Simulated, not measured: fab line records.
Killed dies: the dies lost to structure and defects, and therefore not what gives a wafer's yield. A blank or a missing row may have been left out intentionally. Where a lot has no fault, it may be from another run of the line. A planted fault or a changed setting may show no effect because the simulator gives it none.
fab line records	flow sky130	part 1 of 2: steps 1 to 30 of 31
record lots=6	wafers=18	lastDay=50
route steps=708 shown LI_CONTACT@375 LOCAL_INTERCONNECT@387 PAD_OPEN@708
lots untouched by any fault: they come from a run of this same line in which no faults occurred
startH: the number of hours between the record's first day and the start of the first shown wafer of the lot	waitH: hours elapsed since this lot's preceding step	" as in the row above	L1.1+2: a single row standing in for several wafers	- no value present, or no start provided	* or withheld: withheld	< > ~ a bound
route shown NAME@n: NAME is a module with steps in the file, n the number in the route of the first one	usual: the fault-free wafers' mean and standard deviation	same: alike in all rows	chamber/n: place in a boat	sites: readings site by site	_std_site: how widely they spread, as a standard deviation	_edge_site: mean of outer sites minus mean of inner sites	radiusMm: for every site, how far away it sits from the centre of the wafer	mask NAME#n: copy n	behind: tool/chamber where the wafer was last shaped	hold: the reason the lot was held/the length of the hold in hours/how it ended	device: the transistor (n, p or np) that didn't switch	end of line: at the end of the route, the tests of the same wafers	where a step has no rows: the recipe by itself	killed: dies that structure and defects cost at the first sort, which is not the same as the wafer's yield	map: dies across one wafer; x = killed, . = not, _ = none there
set.NAME: the setting the step ran with; set.NAME@STEP: the setting that earlier step ran with	model.NAME: the simulator's own value behind a step, which no gauge read
lots seen at some steps along the route; tables by step, rows by wafer
services: the hour from which a tool's chamber was out of use, counted from the record's first day as startH (under 0 if before that day), plus the number of hours and why
## steps
# step SKY_LI_CONTACT_OVL_MEAS_13
# usual LI_CONTACT_OVL=-1/5.8
lot.wafer	tool	chamber	startH	waitH	LI_CONTACT_OVL[nm]
L688.1	overlay-02	-	690.34	0.1	-2
L688.2	"	-	"	"	-4
L688.6	"	-	"	"	0
L695.1	overlay-02	-	747.79	0.1	8
L695.2	"	-	"	"	2
L695.4	"	-	"	"	-2
L696.1	overlay-02	-	753.49	0.1	0
L696.5	"	-	"	"	-7
L696.6	"	-	"	"	5
L706.1	overlay-02	-	826.40	0.1	-4
L706.4	"	-	"	"	-2
L706.6	"	-	"	"	-8
L708.3	overlay-01	-	840.26	0.1	8
L708.4	"	-	"	"	1
L708.6	"	-	"	"	1
L710.1	overlay-02	-	862.20	0.1	-6
L710.5	"	-	"	"	0
L710.6	"	-	"	"	4
# step SKY_LI_CONTACT_ETCH_14
# recipe chemistry=N2/H2	target=BARC	ionEnergyEv=200	sourceW=500	biasW=100	pressureMtorr=30	n2FlowSccm=100	h2FlowSccm=200	stopOn=SiO2	timeS=45.9	targetDepthA=600
# usual chamberPressureMTorr=30.004/0.03	drypumpMotorCurrentA=5.6/0.41	oesProductAu=0.854/0.0047	throttleValvePct=13.224/0.0083
lot.wafer	tool	chamber	startH	waitH	chamberPressureMTorr	drypumpMotorCurrentA	oesProductAu	rfHoursCounterH	throttleValvePct
L688.1	rieDiel-01	2	690.38	0.0	29.939	5.5	0.850	46	13.233
L688.2	"	3	"	"	30.003	5.6	0.863	12	13.220
L688.6	"	2	"	"	30.068	5.5	0.853	-	13.219
L695.1	rieDiel-04	2	747.83	0.0	30.024	5.6	0.851	12	13.226
L695.2	"	3	"	"	29.963	5.3	0.844	44	13.232
L695.4	"	1	"	"	30.001	5.2	0.848	9	13.224
L696.1	rieDiel-04	2	753.53	0.0	30.041	5.6	0.855	12	13.221
L696.5	"	1	"	"	30.016	5.2	0.859	-	13.208
L696.6	"	0	"	"	30.022	5.0	0.851	-	13.216
L706.1	rieDiel-04	3	826.43	0.0	29.994	5.3	0.858	1	13.218
L706.4	"	2	"	"	30.017	5.7	0.852	14	13.224
L706.6	"	0	"	"	29.998	5.0	0.858	-	13.219
L708.3	rieDiel-02	1	840.28	0.0	30.009	5.5	0.852	19	13.211
L708.4	"	0	"	"	30.033	6.6	0.854	5	13.227
L708.6	"	3	"	"	30.029	5.7	0.848	-	13.210
L710.1	rieDiel-01	2	862.23	0.0	29.993	5.5	0.852	3	13.228
L710.5	"	2	"	"	30.010	5.5	0.847	-	13.220
L710.6	"	3	"	"	30.046	5.5	0.852	-	13.228
# step SKY_LI_CONTACT_ETCH_15
# recipe target=PSG	chemistry=C4F8/O2/Ar	stopOn=Si	taperDeg=4.15	maskMaterial=KrF-thick	sourceW=1500	biasW=1200	pressureMtorr=40	c4f8FlowSccm=withheld	O2_flow_sccm=6	Ar_flow_sccm=300	timeS=withheld	targetDepthA=6000
# step SKY_LI_CONTACT_STRIP_16
# recipe chemistry=O2/N2	powerW=1400	pressureMtorr=1500	platenTempC=withheld	o2FlowSccm=3000	n2FlowSccm=300	overashFraction=0.5
# usual chamberPressureMTorr=1500.0/1.4	drypumpMotorCurrentA=5.8/0.65	oesProductAu=0.376/0.0046	stripTimeToEndpointS=3.50/0.047
lot.wafer	tool	chamber	startH	waitH	chamberPressureMTorr	drypumpMotorCurrentA	oesProductAu	rfHoursCounterH	stripTimeToEndpointS
L688.1	plasmaAsher-02	1	690.51	-	1500.3	5.5	0.387	96	3.58
L688.2	"	0	"	"	1500.2	6.4	0.375	96	3.49
L688.6	"	0	"	"	1500.9	6.4	0.375	-	3.58
L695.1	plasmaAsher-03	0	747.96	-	1499.2	6.5	0.368	95	3.45
L695.2	"	1	"	"	1501.1	4.9	0.384	95	3.54
L695.4	"	1	"	"	1498.6	4.9	0.371	-	3.53
L696.1	plasmaAsher-03	0	753.66	-	1501.5	6.5	0.374	96	3.46
L696.5	"	1	"	"	1497.9	4.9	0.374	-	3.51
L696.6	"	0	"	"	1499.1	6.5	0.374	-	3.49
L706.1	plasmaAsher-03	1	826.56	-	1500.4	4.9	0.372	103	3.50
L706.4	"	0	"	"	1498.3	6.5	0.384	-	3.41
L706.6	"	0	"	"	1500.1	6.5	0.371	-	3.46
L708.3	plasmaAsher-03	1	840.45	-	1500.9	4.9	0.377	-	3.46
L708.4	"	0	"	"	1499.0	6.5	0.375	-	3.54
L708.6	"	0	"	"	1501.9	6.4	0.375	-	3.48
L710.1	plasmaAsher-02	0	862.36	-	1498.0	6.5	0.381	12	3.55
L710.5	"	1	"	"	1501.3	5.5	0.380	-	3.58
L710.6	"	0	"	"	1500.3	6.5	0.376	-	3.46
# step SKY_LI_CONTACT_CLEAN_17
# recipe chemistry=NMP	timeS=600	tempC=60	dry=n2Spin
# step SKY_LI_CONTACT_PRE_CLEAN_18
# recipe gas=Ar	timeS=5.6	biasV=358
# step SKY_LI_CONTACT_SPUTTER_19
# recipe material=Ti	targetThkNm=20	chamberPressurePa=4.826	powerW=2500	substrateTempC=200	timeS=106.37
# step SKY_LI_CONTACT_SPUTTER_20
# recipe material=TiN	targetThkNm=20	chamberPressurePa=5	powerW=4000	timeS=80
# usual chamberPressurePa=4.999/0.01	throttleValvePct=29.9/0.92
lot.wafer	tool	chamber	startH	waitH	chamberPressurePa	throttleValvePct
L688.1	pvdSputter-02	-	690.88	0.0	5.001	29.1
L688.2	"	-	"	"	5.000	27.7
L688.6	"	-	"	"	5.011	29.3
L695.1	pvdSputter-01	-	748.33	0.0	5.016	31.3
L695.2	"	-	"	"	4.994	30.8
L695.4	"	-	"	"	4.995	29.4
L696.1	pvdSputter-01	-	754.06	0.0	4.997	30.9
L696.5	"	-	"	"	4.994	29.4
L696.6	"	-	"	"	4.997	30.7
L706.1	pvdSputter-02	-	826.95	0.0	4.995	30.5
L706.4	"	-	"	"	4.984	27.8
L706.6	"	-	"	"	4.988	27.4
L708.3	pvdSputter-01	-	840.97	0.0	5.019	30.9
L708.4	"	-	"	"	4.996	31.1
L708.6	"	-	"	"	5.000	30.7
L710.1	pvdSputter-02	-	862.75	0.0	5.006	27.5
L710.5	"	-	"	"	5.002	30.1
L710.6	"	-	"	"	5.001	27.7
# step SKY_LI_CONTACT_CVD_21
# recipe material=W	targetThkNm=400	timeS=120.56	tempC=400	pressureTorr=40
# usual heaterPowerW=824/50
lot.wafer	tool	chamber	startH	waitH	heaterPowerW
L688.1	cvdW-01	1	690.94	0.0	895
L688.2	"	0	"	"	833
L688.6	"	1	"	"	868
L695.1	cvdW-01	0	748.39	0.0	822
L695.2	"	1	"	"	878
L695.4	"	1	"	"	865
L696.1	cvdW-02	0	754.12	0.0	724
L696.5	"	1	"	"	772
L696.6	"	0	"	"	741
L706.1	cvdW-02	0	827.01	0.0	733
L706.4	"	1	"	"	769
L706.6	"	0	"	"	744
L708.3	cvdW-01	1	841.07	0.1	857
L708.4	"	0	"	"	838
L708.6	"	0	"	"	825
L710.1	cvdW-01	0	862.81	0.0	829
L710.5	"	0	"	"	835
L710.6	"	1	"	"	862
# step SKY_LI_CONTACT_RS_MEAS_22
# recipe thkMeasGauge=four-point-probe	reads=W_of_LI_CONTACT_CVD_21+TiN_of_LI_CONTACT_SPUTTER_20+Ti_of_LI_CONTACT_SPUTTER_19
# usual LI_CONTACT_W_RS=0.286/0.0057
lot.wafer	tool	chamber	startH	waitH	LI_CONTACT_W_RS[ohm/sq]
L688.1	filmMetro-03	-	691.07	0.1	0.294
L688.2	"	-	"	"	0.282
L688.6	"	-	"	"	0.294
L695.1	filmMetro-02	-	748.51	0.1	0.284
L695.2	"	-	"	"	0.294
L695.4	"	-	"	"	0.290
L696.1	filmMetro-03	-	754.25	0.1	0.275
L696.5	"	-	"	"	0.286
L696.6	"	-	"	"	0.279
L706.1	filmMetro-02	-	827.13	0.1	0.275
L706.4	"	-	"	"	0.284
L706.6	"	-	"	"	0.275
L708.3	filmMetro-04	-	841.20	0.1	0.292
L708.4	"	-	"	"	0.284
L708.6	"	-	"	"	0.285
L710.1	filmMetro-02	-	862.94	0.1	0.283
L710.5	"	-	"	"	0.285
L710.6	"	-	"	"	0.298
# step SKY_LI_CONTACT_THK_MEAS_23
# recipe thkMeasGauge=xrf	reads=W_of_LI_CONTACT_CVD_21
# usual LI_CONTACT_W_THK=400/9.4
lot.wafer	tool	chamber	startH	waitH	LI_CONTACT_W_THK[nm]
L688.1	filmMetro-03	-	691.19	0.1	388
L688.2	"	-	"	"	402
L688.6	"	-	"	"	386
L695.1	filmMetro-02	-	748.63	0.1	403
L695.2	"	-	"	"	389
L695.4	"	-	"	"	393
L696.1	filmMetro-03	-	754.37	0.1	410
L696.5	"	-	"	"	395
L696.6	"	-	"	"	407
L706.1	filmMetro-02	-	827.25	0.1	414
L706.4	"	-	"	"	403
L706.6	"	-	"	"	415
L708.3	filmMetro-04	-	841.30	0.1	397
L708.4	"	-	"	"	405
L708.6	"	-	"	"	403
L710.1	filmMetro-02	-	863.06	0.1	403
L710.5	"	-	"	"	396
L710.6	"	-	"	"	383
# step SKY_LI_CONTACT_CMP_24
# recipe stopOn=PSG	tOverpolishS=20	downForcePsi=3.5	platenRpm=60	targetThkNm=0	padVelocityMS=0.94248
# step SKY_LOCAL_INTERCONNECT_SPUTTER_00
# recipe material=TiN	targetThkNm=100	tempC=300	powerW=6500	timeS=83.3	chamberPressurePa=0.4
# usual chamberPressurePa=0.4000/0.00073	throttleValvePct=30.2/0.91
lot.wafer	tool	chamber	startH	waitH	chamberPressurePa	throttleValvePct	model.TiN_of_LOCAL_INTERCONNECT_SPUTTER_00.thkNm
L688.1	pvdSputter-03	-	691.55	0.1	0.3996	29.8	99.26
L688.2	"	-	"	"	0.3997	29.6	101
L688.6	"	-	"	"	0.4007	29.7	100.7
L695.1	pvdSputter-03	-	748.99	0.2	0.3984	31.8	101.2
L695.2	"	-	"	"	0.3991	30.0	100
L695.4	"	-	"	"	0.3993	29.8	43.33
L696.1	pvdSputter-03	-	756.03	0.2	0.3989	29.8	99.66
L696.5	"	-	"	"	0.3998	30.2	42.42
L696.6	"	-	"	"	0.3993	31.4	99.52
L706.1	pvdSputter-04	-	827.64	0.1	0.4009	29.0	101.4
L706.4	"	-	"	"	0.4008	31.0	98.95
L706.6	"	-	"	"	0.4009	31.1	99.49
L708.3	pvdSputter-03	-	841.64	0.2	0.3997	31.6	98.49
L708.4	"	-	"	"	0.4017	29.5	99
L708.6	"	-	"	"	0.3993	31.5	98.63
L710.1	pvdSputter-04	-	863.53	0.1	0.4011	30.5	98.71
L710.5	"	-	"	"	0.3984	31.4	98.92
L710.6	"	-	"	"	0.4000	30.5	100.8
# step SKY_LOCAL_INTERCONNECT_RS_MEAS_01
# recipe thkMeasGauge=four-point-probe	reads=TiN_of_LOCAL_INTERCONNECT_SPUTTER_00
# usual LOCAL_INTERCONNECT_TIN_RS=14.17/0.18
lot.wafer	tool	chamber	startH	waitH	LOCAL_INTERCONNECT_TIN_RS[ohm/sq]
L688.1	filmMetro-04	-	691.61	0.0	14.24
L688.2	"	-	"	"	14.02
L688.6	"	-	"	"	14.04
L695.1	filmMetro-01	-	749.06	0.0	13.98
L695.2	"	-	"	"	14.13
L695.4	"	-	"	"	34.58
L696.1	filmMetro-04	-	756.10	0.0	14.18
L696.5	"	-	"	"	35.50
L696.6	"	-	"	"	14.22
L706.1	filmMetro-01	-	827.70	0.0	13.97
L706.4	"	-	"	"	14.30
L706.6	"	-	"	"	14.22
L708.3	filmMetro-04	-	841.74	0.1	14.38
L708.4	"	-	"	"	14.28
L708.6	"	-	"	"	14.37
L710.1	filmMetro-04	-	863.59	0.0	14.35
L710.5	"	-	"	"	14.32
L710.6	"	-	"	"	14.01
# step SKY_LOCAL_INTERCONNECT_THK_MEAS_02
# recipe thkMeasGauge=xrf	reads=TiN_of_LOCAL_INTERCONNECT_SPUTTER_00
# usual LOCAL_INTERCONNECT_TIN_THK=98.9/1.3
lot.wafer	tool	chamber	startH	waitH	LOCAL_INTERCONNECT_TIN_THK[nm]
L688.1	filmMetro-04	-	691.73	0.1	98.4
L688.2	"	-	"	"	100.5
L688.6	"	-	"	"	99.1
L695.1	filmMetro-01	-	749.18	0.1	100.3
L695.2	"	-	"	"	99.1
L695.4	"	-	"	"	43.0
L696.1	filmMetro-04	-	756.22	0.1	98.6
L696.5	"	-	"	"	41.9
L696.6	"	-	"	"	98.1
L706.1	filmMetro-01	-	827.82	0.1	100.9
L706.4	"	-	"	"	98.6
L706.6	"	-	"	"	98.8
L708.3	filmMetro-04	-	841.84	0.1	97.8
L708.4	"	-	"	"	98.5
L708.6	"	-	"	"	97.9
L710.1	filmMetro-04	-	863.71	0.1	97.8
L710.5	"	-	"	"	98.0
L710.6	"	-	"	"	100.3
# step SKY_LOCAL_INTERCONNECT_DEHYDRATE_03
# recipe tempC=200	timeS=60
# step SKY_LOCAL_INTERCONNECT_HMDS_04
# recipe primeTimeS=60	primeTempC=120
# step SKY_LOCAL_INTERCONNECT_COAT_05
# recipe resist=BARC	tempC=withheld	timeS=withheld	spinRpm=3000	resistThkNm=60
# step SKY_LOCAL_INTERCONNECT_COAT_06
# recipe resist=KrF-thick	spinRpm=3000	resistThkNm=450
# step SKY_LOCAL_INTERCONNECT_SOFTBAKE_07
# recipe tempC=100	timeS=90	resist=KrF-thick
# step SKY_LOCAL_INTERCONNECT_EXPOSE_08
# recipe maskId=LI1M	na=0.8	sourceShape=annular	sigmaInner=0.55	sigmaOuter=0.85	targetCdNm=170	doseMj=28
# step SKY_LOCAL_INTERCONNECT_PEB_09
# recipe pebTempC=withheld	pebTimeS=withheld	resist=KrF-thick
# step SKY_LOCAL_INTERCONNECT_DEVELOP_10
# recipe developTimeS=60	resist=KrF-thick	devTempC=21
# step SKY_LOCAL_INTERCONNECT_CD_MEAS_11
# recipe targetCdNm=170
# usual cdNm=170.8/1.5
lot.wafer	tool	chamber	startH	waitH	cdNm
L688.1	cdSem-01	-	719.57	-	173.7
L688.2	"	-	"	"	172.9
L688.6	"	-	"	"	173.3
L695.1	cdSem-02	-	776.48	-	170.4
L695.2	"	-	"	"	171.4
L695.4	"	-	"	"	170.8
L696.1	cdSem-01	-	783.33	-	168.8
L696.5	"	-	"	"	168.1
L696.6	"	-	"	"	168.0
L706.1	cdSem-01	-	854.07	-	167.6
L706.4	"	-	"	"	167.9
L706.6	"	-	"	"	169.9
L708.3	cdSem-02	-	867.96	-	169.6
L708.4	"	-	"	"	169.5
L708.6	"	-	"	"	169.7
L710.1	cdSem-02	-	889.67	-	170.8
L710.5	"	-	"	"	168.8
L710.6	"	-	"	"	171.4
# step SKY_LOCAL_INTERCONNECT_OVL_MEAS_12
# usual LOCAL_INTERCONNECT_OVL=-2/4.8
lot.wafer	tool	chamber	startH	waitH	LOCAL_INTERCONNECT_OVL[nm]
L688.1	overlay-01	-	719.69	0.1	3
L688.2	"	-	"	"	-9
L688.6	"	-	"	"	-7
L695.1	overlay-01	-	776.60	0.1	-1
L695.2	"	-	"	"	-5
L695.4	"	-	"	"	1
L696.1	overlay-01	-	783.45	0.1	3
L696.5	"	-	"	"	0
L696.6	"	-	"	"	3
L706.1	overlay-01	-	854.19	0.1	-12
L706.4	"	-	"	"	-11
L706.6	"	-	"	"	-4
L708.3	overlay-02	-	868.05	0.1	4
L708.4	"	-	"	"	0
L708.6	"	-	"	"	-7
L710.1	overlay-02	-	889.79	0.1	4
L710.5	"	-	"	"	3
L710.6	"	-	"	"	5
# step SKY_LOCAL_INTERCONNECT_ETCH_13
# recipe chemistry=N2/H2	target=BARC	ionEnergyEv=200	biasW=100	pressureMtorr=30	n2FlowSccm=100	h2FlowSccm=200	icpW=500	stopOn=SiO2	timeS=45.9	targetDepthA=600
# usual chamberPressureMTorr=30.001/0.026	drypumpMotorCurrentA=5.6/0.35	oesProductAu=0.855/0.0047	throttleValvePct=13.225/0.0089
lot.wafer	tool	chamber	startH	waitH	chamberPressureMTorr	drypumpMotorCurrentA	oesProductAu	rfHoursCounterH	throttleValvePct
L688.1	rieMetal-02	0	719.73	0.0	30.020	6.0	0.860	7	13.222
L688.2	"	0	"	"	29.992	6.0	0.853	-	13.219
L688.6	"	0	"	"	30.007	6.0	0.856	-	13.228
L695.1	rieMetal-03	1	776.63	0.0	30.003	5.2	0.853	4	13.224
L695.2	"	0	"	"	30.005	5.6	0.856	13	13.219
L695.4	"	1	"	"	29.974	5.2	0.849	-	13.224
L696.1	rieMetal-02	1	783.48	0.0	30.025	5.3	0.846	3	13.228
L696.5	"	1	"	"	30.016	5.3	0.861	-	13.222
L696.6	"	0	"	"	29.980	6.0	0.847	-	13.238
L706.1	rieMetal-02	0	854.23	0.0	30.017	6.0	0.851	13	13.221
L706.4	"	1	"	"	30.020	5.3	0.847	-	13.221
L706.6	"	0	"	"	30.000	6.0	0.853	-	13.227
L708.3	rieMetal-04	1	868.09	0.0	29.999	5.6	0.850	-	13.219
L708.4	"	0	"	"	29.985	5.0	0.853	-	13.220
L708.6	"	0	"	"	29.986	5.0	0.849	-	13.210
L710.1	rieMetal-02	0	889.82	0.0	29.988	6.0	0.854	15	13.220
L710.5	"	0	"	"	30.026	6.0	0.862	-	13.228
L710.6	"	1	"	"	30.004	5.3	0.853	-	13.226
# step SKY_LOCAL_INTERCONNECT_METAL_ETCH_14
# recipe targetDepthNm=110	stopOn=PSG	chemistry=Cl2/BCl3	target=TiN	resistSidewallDeg=88	pressureMtorr=10	icpW=900	biasW=48.5	Cl2_flow_sccm=60	bcl3FlowSccm=30	timeS=31.4
# usual bcl3FlowSccm=29.99/0.09	chamberPressureMTorr=10.001/0.0093	drypumpMotorCurrentA=5.5/0.35	mfcCl2Sccm=60.04/0.18	oesProductAu=0.940/0.0081	throttleValvePct=21.902/0.0092
lot.wafer	tool	chamber	startH	waitH	bcl3FlowSccm	chamberPressureMTorr	drypumpMotorCurrentA	mfcCl2Sccm	oesProductAu	rfHoursCounterH	throttleValvePct
L688.1	rieMetal-02	0	719.86	0.1	30.03	10.003	6.0	60.02	0.932	7	21.896
L688.2	"	0	"	"	29.83	10.001	6.0	60.10	0.945	-	21.892
L688.6	"	0	"	"	29.90	10.007	6.0	60.19	0.938	-	21.891
L695.1	rieMetal-03	1	776.70	0.0	29.97	9.990	5.2	59.98	0.955	4	21.904
L695.2	"	0	"	"	29.99	9.993	5.6	60.11	0.935	13	21.902
L695.4	"	1	"	"	29.92	9.997	5.2	59.52	0.619	-	22.112
L696.1	rieMetal-02	1	783.55	0.0	29.86	10.011	5.3	60.22	0.942	3	21.899
L696.5	"	1	"	"	29.90	9.990	5.3	60.21	0.620	-	22.123
L696.6	"	0	"	"	29.90	10.016	6.0	60.06	0.946	-	21.900
L706.1	rieMetal-02	0	854.29	0.0	30.02	10.009	6.0	59.99	0.953	13	21.887
L706.4	"	1	"	"	29.89	10.014	5.3	60.09	0.942	-	21.906
L706.6	"	0	"	"	29.99	10.000	6.0	59.83	0.941	-	21.902
L708.3	rieMetal-04	1	868.15	0.0	29.80	9.992	5.6	59.94	0.929	-	21.900
L708.4	"	0	"	"	30.07	10.000	5.0	60.32	0.941	-	21.906
L708.6	"	0	"	"	30.08	9.999	5.0	60.42	0.938	-	21.910
L710.1	rieMetal-02	0	889.88	0.0	29.99	9.992	6.0	59.79	0.930	15	21.914
L710.5	"	0	"	"	29.97	9.992	6.0	59.76	0.936	-	21.906
L710.6	"	1	"	"	30.03	9.980	5.3	59.98	0.950	-	21.897
# step SKY_LOCAL_INTERCONNECT_STRIP_15
# recipe chemistry=O2/N2	powerW=1400	pressureMtorr=1500	platenTempC=withheld	o2FlowSccm=3000	n2FlowSccm=300	overashFraction=0.5
# step SKY_LOCAL_INTERCONNECT_STRIP_16
# recipe chemistry=postEtchResidueRemover	timeS=1200	tempC=72.5
lot.wafer	tool	chamber	startH	waitH	model.TiN_of_LOCAL_INTERCONNECT_SPUTTER_00.thkNm
L688.1	wetBench-01	1	720.06	0.1	98.84
L688.2	"	1	"	"	100.6
L688.6	"	1	"	"	100.2
L695.1	wetBench-02	1	776.85	0.1	100.7
L695.2	"	1	"	"	99.58
L695.4	"	1	"	"	42.9
L696.1	wetBench-01	2	783.70	0.1	99.24
L696.5	"	2	"	"	41.99
L696.6	"	2	"	"	99.09
L706.1	wetBench-01	0	854.45	0.1	101
L706.4	"	0	"	"	98.53
L706.6	"	0	"	"	99.06
L708.3	wetBench-01	2	868.29	0.0	98.07
L708.4	"	2	"	"	98.58
L708.6	"	2	"	"	98.22
L710.1	wetBench-02	2	890.04	0.1	98.29
L710.5	"	2	"	"	98.5
L710.6	"	2	"	"	100.3
# step SKY_LOCAL_INTERCONNECT_CLEAN_17
# recipe chemistry=IPA	timeS=180	tempC=25
## key
firstSign step=SKY_LOCAL_INTERCONNECT_RS_MEAS_01	reading=LOCAL_INTERCONNECT_TIN_RS	direction=up	sigmas=99+	usual=14.17	struck=35.04
effect step=SKY_LOCAL_INTERCONNECT_THK_MEAS_02	reading=LOCAL_INTERCONNECT_TIN_THK	direction=down	sigmas=45	usual=98.9	struck=42.4
effect step=SKY_LOCAL_INTERCONNECT_METAL_ETCH_14	reading=oesProductAu	direction=down	sigmas=39	usual=0.940	struck=0.619
modelEffect step=SKY_LOCAL_INTERCONNECT_SPUTTER_00	value=TiN_of_LOCAL_INTERCONNECT_SPUTTER_00.thkNm	without=100.7	struck=42.87
modelEffect step=SKY_LOCAL_INTERCONNECT_STRIP_16	value=TiN_of_LOCAL_INTERCONNECT_SPUTTER_00.thkNm	without=100.3	struck=42.45
modelEffect step=SKY_PAD_OPEN_PROBE_99	value=etest.resLi.lineOhmUm	without=74.77	struck=175
metAt SKY_LOCAL_INTERCONNECT_SPUTTER_00
struckWafers L695.4,L696.5
testerLeftOut L695,L696
onsetBetween 691.55 748.99
fault kind=processParameterDrift	tool=pvdSputter-03	chamber=-	onsetH=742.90	steps=SKY_LOCAL_INTERCONNECT_SPUTTER_00	channel=targetThkNm	offset=-57.808	shape=step	endH=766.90	scope=struckWafersOnly	actsIn=theseRecipesOnly	stated=100
# testerLeftOut: of these lots the tester's yield and bins aren't shown, on N5 and GAA mostly nor the transistor test; their killed dies are dies lost to structure and defects alone, not to doping, threshold or leakage, so they don't give the yield
